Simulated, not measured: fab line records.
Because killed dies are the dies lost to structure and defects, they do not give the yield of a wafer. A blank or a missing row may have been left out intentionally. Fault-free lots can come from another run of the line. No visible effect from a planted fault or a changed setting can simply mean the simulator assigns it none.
Which tool was responsible? + flow sky130 + 6 lots (18 wafers sampled), 1 step of a 708-step route

WHAT EACH GAUGE READ, for each wafer
SKY_METAL4_OVL_MEAS_14.
| lot  | measured     | on         | METAL4_OVL (nm) |
|------|--------------|------------|-----------------|
| L263 | day 43 02:07 | overlay-02 | 2 -2 -2         |
| L266 | day 45 22:56 | overlay-01 | 10 3 8          |
| L269 | day 46 00:19 | overlay-01 | 5 2 5           |
| L272 | day 46 03:13 | overlay-01 | 8 8 7           |
| L277 | day 46 07:46 | overlay-01 | 6 1 7           |
| L280 | day 46 16:22 | overlay-02 | 11 6 11         |

WHAT TOOL EACH LOT RAN ON (gives the tool, then ch and the chambers of the sampled wafers, and finally the start)
There is no process step in the record ahead of these readings.

THE ANSWER, worked out from the rows above alone
Rule: what is usual is taken from the lots themselves. The widest of any qualifying gaps counts: lots, ordered by their means at a reading, are off when they make up no more than a third of the lots, leave a main group of 4 or more, and stand apart from it by 3 or more times the standard deviation of that group's means. A main group whose means are all the same, to the digits that the tables above print for the reading, isn't used. Also off: a lot with no number at a reading for which 4 or more lots have one. All remaining lots with rows at the step are treated as sound.
Across all readings shown, no lot is off: no conclusion can be drawn from this.

WHAT THE SIMULATOR PUT IN
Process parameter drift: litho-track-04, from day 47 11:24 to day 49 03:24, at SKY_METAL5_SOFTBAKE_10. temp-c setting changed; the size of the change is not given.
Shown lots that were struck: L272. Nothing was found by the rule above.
